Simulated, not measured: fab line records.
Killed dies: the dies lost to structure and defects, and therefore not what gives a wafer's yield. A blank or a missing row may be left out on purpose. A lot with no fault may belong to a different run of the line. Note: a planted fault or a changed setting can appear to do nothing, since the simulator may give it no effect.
Which tool is to blame?	flow gf180mcu	12 lots, 36 wafers sampled, at 2 steps of a route of 602

WHAT EACH GAUGE READ, for each wafer
GF_V3_THK_MEAS_01.
lot	measured	on	V3_CVD_00_THK (nm)
L075	day 21 08:14	film-metro-04	608 601 594
L077	day 22 03:05	film-metro-03	601 601 600
L079	day 23 01:16	film-metro-03	599 601 595
L081	day 23 23:11	film-metro-04	602 601 597
L083	day 25 05:00	film-metro-04	605 613 605
L085	day 25 21:22	film-metro-03	608 599 608
L087	day 26 07:40	film-metro-02	600 598 599
L088	day 26 18:56	film-metro-02	601 601 604
L092	day 27 12:21	film-metro-04	598 602 597
L093	day 28 03:14	film-metro-02	597 599 600
L095	day 28 08:45	film-metro-04	599 599 599
L097	day 28 22:15	film-metro-04	593 598 596

WHAT TOOL EACH LOT RAN ON (gives the tool, then ch and the chambers of the sampled wafers, and finally the start)
lot	GF_V1_SPUTTER_22
L075	pvd-sputter-01, day 18 04:23
L077	pvd-sputter-01, day 18 22:30
L079	pvd-sputter-03, day 19 20:43
L081	pvd-sputter-01, day 20 21:12
L083	pvd-sputter-03, day 22 04:44
L085	pvd-sputter-02, day 22 21:50
L087	pvd-sputter-03, day 23 08:41
L088	pvd-sputter-03, day 23 22:17
L092	pvd-sputter-02, day 24 15:33
L093	pvd-sputter-01, day 25 09:10
L095	pvd-sputter-02, day 25 12:51
L097	pvd-sputter-02, day 26 05:57
- GF_V1_SPUTTER_22: material TiN, target thk 10 nm, time 40 s.

THE ANSWER, worked out from the rows above alone
Rule: what is usual is taken from the lots themselves. The widest of any qualifying gaps counts: lots, ordered by their means at a reading, are off when they make up no more than a third of the lots, leave a main group of 4 or more, and stand apart from it by 3 or more times the standard deviation of that group's means. The tables above print the reading to a certain number of digits; a main group whose means all agree to those digits is not used. A lot without any number at a reading at which 4 lots or more have one is off too. Any other lot the step has rows for is counted as sound.
None of the lots is off at any reading shown; this tells nothing.

WHAT THE SIMULATOR PUT IN
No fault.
